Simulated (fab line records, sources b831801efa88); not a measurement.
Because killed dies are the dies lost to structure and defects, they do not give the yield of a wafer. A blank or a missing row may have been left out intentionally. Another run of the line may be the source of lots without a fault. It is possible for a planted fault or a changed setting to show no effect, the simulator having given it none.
Lot-split experiment || flow sky130 || 23 wafers read across 5 lots, on a route 708 steps long

## THE SPLIT ITSELF
At SKY_SD_N_IMPLANT_10, the setting energy-kev was moved away from the recipe's 20 on 5 of the 23 wafers read, by -3.1% to +3.4%. This setting was run at the recipe's value on the other wafers.

The reading is taken at the split's own step.

## THE READING
In nm, at SKY_SD_N_IMPLANT_10: implant.drp-nm, which is the simulator's own figure and was read by no gauge. The file gives no usual value for it.

{"wafer": "L074.1", "tool, chamber at the split": "implanter-03, 0", "energy-kev as run": 20, "against the recipe": "recipe", "implant.drp-nm, nm": 13, "against lot-mates on the recipe": "-"}
{"wafer": "L074.2", "tool, chamber at the split": "implanter-03, 0", "energy-kev as run": 20, "against the recipe": "recipe", "implant.drp-nm, nm": 13, "against lot-mates on the recipe": "-"}
{"wafer": "L074.3", "tool, chamber at the split": "implanter-03, 0", "energy-kev as run": 20, "against the recipe": "recipe", "implant.drp-nm, nm": 13, "against lot-mates on the recipe": "-"}
{"wafer": "L074.5", "tool, chamber at the split": "implanter-03, 0", "energy-kev as run": 19.38, "against the recipe": "-3.1%", "implant.drp-nm, nm": 12.75, "against lot-mates on the recipe": -0.25}
{"wafer": "L074.6", "tool, chamber at the split": "implanter-03, 0", "energy-kev as run": 19.38, "against the recipe": "-3.1%", "implant.drp-nm, nm": 12.75, "against lot-mates on the recipe": -0.25}
{"wafer": "L079.2", "tool, chamber at the split": "implanter-03, 0", "energy-kev as run": 20, "against the recipe": "recipe", "implant.drp-nm, nm": 13, "against lot-mates on the recipe": "-"}
{"wafer": "L079.4", "tool, chamber at the split": "implanter-03, 0", "energy-kev as run": 20, "against the recipe": "recipe", "implant.drp-nm, nm": 13, "against lot-mates on the recipe": "-"}
{"wafer": "L079.5", "tool, chamber at the split": "implanter-03, 0", "energy-kev as run": 20, "against the recipe": "recipe", "implant.drp-nm, nm": 13, "against lot-mates on the recipe": "-"}
{"wafer": "L082.1", "tool, chamber at the split": "implanter-02, 0", "energy-kev as run": 20, "against the recipe": "recipe", "implant.drp-nm, nm": 13, "against lot-mates on the recipe": "-"}
{"wafer": "L082.2", "tool, chamber at the split": "implanter-02, 0", "energy-kev as run": 20, "against the recipe": "recipe", "implant.drp-nm, nm": 13, "against lot-mates on the recipe": "-"}
{"wafer": "L082.3", "tool, chamber at the split": "implanter-02, 0", "energy-kev as run": 20.68, "against the recipe": "+3.4%", "implant.drp-nm, nm": 13.26, "against lot-mates on the recipe": "+0.26"}
{"wafer": "L082.4", "tool, chamber at the split": "implanter-02, 0", "energy-kev as run": 20.68, "against the recipe": "+3.4%", "implant.drp-nm, nm": 13.26, "against lot-mates on the recipe": "+0.26"}
{"wafer": "L082.6", "tool, chamber at the split": "implanter-02, 0", "energy-kev as run": 20.68, "against the recipe": "+3.4%", "implant.drp-nm, nm": 13.26, "against lot-mates on the recipe": "+0.26"}
{"wafer": "L081.1", "tool, chamber at the split": "implanter-02, 0", "energy-kev as run": 20, "against the recipe": "recipe", "implant.drp-nm, nm": 13, "against lot-mates on the recipe": "-"}
{"wafer": "L081.2", "tool, chamber at the split": "implanter-02, 0", "energy-kev as run": 20, "against the recipe": "recipe", "implant.drp-nm, nm": 13, "against lot-mates on the recipe": "-"}
{"wafer": "L081.3", "tool, chamber at the split": "implanter-02, 0", "energy-kev as run": 20, "against the recipe": "recipe", "implant.drp-nm, nm": 13, "against lot-mates on the recipe": "-"}
{"wafer": "L081.4", "tool, chamber at the split": "implanter-02, 0", "energy-kev as run": 20, "against the recipe": "recipe", "implant.drp-nm, nm": 13, "against lot-mates on the recipe": "-"}
{"wafer": "L081.6", "tool, chamber at the split": "implanter-02, 0", "energy-kev as run": 20, "against the recipe": "recipe", "implant.drp-nm, nm": 13, "against lot-mates on the recipe": "-"}
{"wafer": "L084.1", "tool, chamber at the split": "implanter-02, 0", "energy-kev as run": 20, "against the recipe": "recipe", "implant.drp-nm, nm": 13, "against lot-mates on the recipe": "-"}
{"wafer": "L084.2", "tool, chamber at the split": "implanter-02, 0", "energy-kev as run": 20, "against the recipe": "recipe", "implant.drp-nm, nm": 13, "against lot-mates on the recipe": "-"}
{"wafer": "L084.3", "tool, chamber at the split": "implanter-02, 0", "energy-kev as run": 20, "against the recipe": "recipe", "implant.drp-nm, nm": 13, "against lot-mates on the recipe": "-"}
{"wafer": "L084.4", "tool, chamber at the split": "implanter-02, 0", "energy-kev as run": 20, "against the recipe": "recipe", "implant.drp-nm, nm": 13, "against lot-mates on the recipe": "-"}
{"wafer": "L084.6", "tool, chamber at the split": "implanter-02, 0", "energy-kev as run": 20, "against the recipe": "recipe", "implant.drp-nm, nm": 13, "against lot-mates on the recipe": "-"}

THE FIT
A straight line over all 23 wafers: implant.drp-nm changes by +0.0781 nm for each +1% of energy-kev; r = +1.00; the points scatter about the line by 0.0029 nm.
The same after taking each lot's own level away (the mean of its wafers on the recipe; 23 wafers): +0.0781 nm for each +1%; r = +1.00; scatter 0.0029 nm.
That fit puts the effect of the largest move of energy-kev on the reading at 0.27 nm.
The lots' own levels span 13.000 to 13.000 nm.
The two slopes agree, so the slope changes little with the lot-to-lot level.
Check: with one of the wafers moved furthest among these (+3.4%) left out of the fit, the line predicts +0.265 nm for it against its lot-mates. Against them it came out at +0.26 nm.

## THESE WAFERS: OTHER SPLITS
These wafers also went through other splits before the reading. Each is held against what the fit with the lots' levels taken away leaves over:
{"other split on the same wafers": "SKY_LDD_P_DEVELOP_06 develop-time-s", "wafers away from the commonest value": 10, "r with implant.drp-nm (lot level and that fit taken away)": "+0.04"}
{"other split on the same wafers": "SKY_LDD_HVN_IMPLANT_08 energy-kev", "wafers away from the commonest value": 7, "r with implant.drp-nm (lot level and that fit taken away)": -0.05}
{"other split on the same wafers": "SKY_LDD_HVP_IMPLANT_08 energy-kev", "wafers away from the commonest value": 8, "r with implant.drp-nm (lot level and that fit taken away)": "+0.18"}
{"other split on the same wafers": "SKY_LDD_LDN_IMPLANT_09 energy-kev", "wafers away from the commonest value": 11, "r with implant.drp-nm (lot level and that fit taken away)": "+0.64"}
{"other split on the same wafers": "SKY_LDD_LDN_IMPLANT_10 energy-kev", "wafers away from the commonest value": 8, "r with implant.drp-nm (lot level and that fit taken away)": "+0.03"}
{"other split on the same wafers": "SKY_POLY_CUT_EXPOSE_05 dose-mj", "wafers away from the commonest value": 7, "r with implant.drp-nm (lot level and that fit taken away)": -0.06}
{"other split on the same wafers": "SKY_SD_P_DEVELOP_06 dev-temp-c", "wafers away from the commonest value": 9, "r with implant.drp-nm (lot level and that fit taken away)": "+0.30"}
{"other split on the same wafers": "SKY_SD_N_SOFTBAKE_03 temp-c", "wafers away from the commonest value": 7, "r with implant.drp-nm (lot level and that fit taken away)": -0.35}

## FILE'S OWN FIT
implant.drp-nm changes by +0.0783 nm for each +1% of energy-kev, r = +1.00.
